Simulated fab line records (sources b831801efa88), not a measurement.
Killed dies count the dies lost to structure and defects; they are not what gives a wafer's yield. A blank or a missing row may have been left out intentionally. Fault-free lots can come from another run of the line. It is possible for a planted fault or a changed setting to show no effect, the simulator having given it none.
Split-lot study | flow gf180mcu | route with 602 steps; 5 lots, 23 wafers read

== SPLIT DETAILS ==
At GF_CONTACT_CMP_27 (polishes, stops on SiO2, t overpolish 15 s, target thk 0 nm), the setting t_overpolish_s was moved away from the recipe's 15 s on 11 of the 23 wafers read, by -29.6% to +20.6%. For the rest of the wafers, this setting stayed at what the recipe calls for.

The reading is taken at the split's own step.

== THE READING ==
overpolish_run_s, in s, at GF_CONTACT_CMP_27 (polishes, stops on SiO2, t overpolish 15 s, target thk 0 nm). On this fab line, fault-free wafers typically give 15.003 s with a standard deviation of 0.0088 s.

wafer  | tool, chamber at the split | t_overpolish_s as run, s | against the recipe | overpolish_run_s, s | against lot-mates on the recipe
L074.4 | cmp-01, 1                  | 10.56                    | -29.6%             | 10.572              | -4.434
L074.1 | cmp-01, 2                  | 10.56                    | -29.6%             | 10.566              | -4.440
L074.2 | cmp-01, 3                  | 15                       | recipe             | 14.992              | -
L074.3 | cmp-01, 0                  | 15                       | recipe             | 15.019              | -
L074.5 | cmp-01, 1                  | 10.56                    | -29.6%             | 10.566              | -4.440
L076.1 | cmp-01, 3                  | 13.7                     | -8.7%              | 13.715              | -1.299
L076.3 | cmp-01, 1                  | 13.7                     | -8.7%              | 13.701              | -1.313
L076.4 | cmp-01, 2                  | 15                       | recipe             | 15.018              | -
L076.5 | cmp-01, 3                  | 13.7                     | -8.7%              | 13.699              | -1.315
L076.6 | cmp-01, 0                  | 15                       | recipe             | 15.010              | -
L079.1 | cmp-01, 0                  | 15                       | recipe             | 14.995              | -
L079.4 | cmp-01, 3                  | 15                       | recipe             | 15.006              | -
L079.5 | cmp-01, 1                  | 15                       | recipe             | 14.994              | -
L080.2 | cmp-02, 1                  | 15                       | recipe             | 15.015              | -
L080.3 | cmp-02, 3                  | 18.09                    | +20.6%             | 18.089              | +3.079
L080.1 | cmp-02, 0                  | 15                       | recipe             | 15.004              | -
L080.6 | cmp-02, 1                  | 18.09                    | +20.6%             | 18.092              | +3.082
L080.5 | cmp-02, 2                  | 18.09                    | +20.6%             | 18.085              | +3.076
L083.4 | cmp-02, 3                  | 15                       | recipe             | 14.994              | -
L083.3 | cmp-02, 0                  | 16.9                     | +12.7%             | 16.910              | +1.905
L083.2 | cmp-02, 1                  | 16.9                     | +12.7%             | 16.920              | +1.915
L083.6 | cmp-02, 3                  | 15                       | recipe             | 15.017              | -
L083.5 | cmp-02, 0                  | 15                       | recipe             | 15.003              | -

THE FIT
A straight line over all 23 wafers: overpolish_run_s changes by +0.15 s for each +1% of t_overpolish_s; r = +1.00; the points scatter about the line by 0.009 s.
The same after taking each lot's own level away (the mean of its wafers on the recipe; 23 wafers): +0.15 s for each +1%; r = +1.00; scatter 0.0093 s.
Per that fit: largest t_overpolish_s move, reading shift of 4.4 s.
Measured against the standard deviation above, the lots' own levels, which go from 14.9983 to 15.0140 s, span 1.8 times it.
The two slopes agree, so the slope changes little with the lot-to-lot level.
Check: for one of the wafers moved furthest among these (-29.6%), held out of the fit, the line's prediction against its lot-mates is -4.44 s. It came out at -4.43 s against them.
Tool readings at the split's step, against how far the setting was moved: overpolish_run_s r = +1.00.

== OTHER SPLITS ON THESE WAFERS ==
These wafers also went through other splits before the reading. Each is held against what the fit with the lots' levels taken away leaves over:
other split on the same wafers       | wafers away from the commonest value | r with overpolish_run_s (lot level and that fit taken away)
GF_NSD_IMPLANT_09 energy_kev         | 10                                   | -0.22
GF_PSD_DEVELOP_06 dev_temp_c         | 10                                   | -0.29
GF_SAB_COAT_04 resist_thk_nm         | 6                                    | +0.26
GF_SAB_EXPOSE_06 dose_mj             | 8                                    | +0.37
GF_CONTACT_CMP_04 leave_above_ref_nm | 9                                    | -0.22
GF_CONTACT_EXPOSE_11 dose_mj         | 7                                    | +0.09
GF_CONTACT_ETCH_16 bias_w            | 9                                    | -0.30

== THE FILE'S OWN FIT ==
overpolish_run_s changes by +0.15 s for each +1% of t_overpolish_s, r = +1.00.
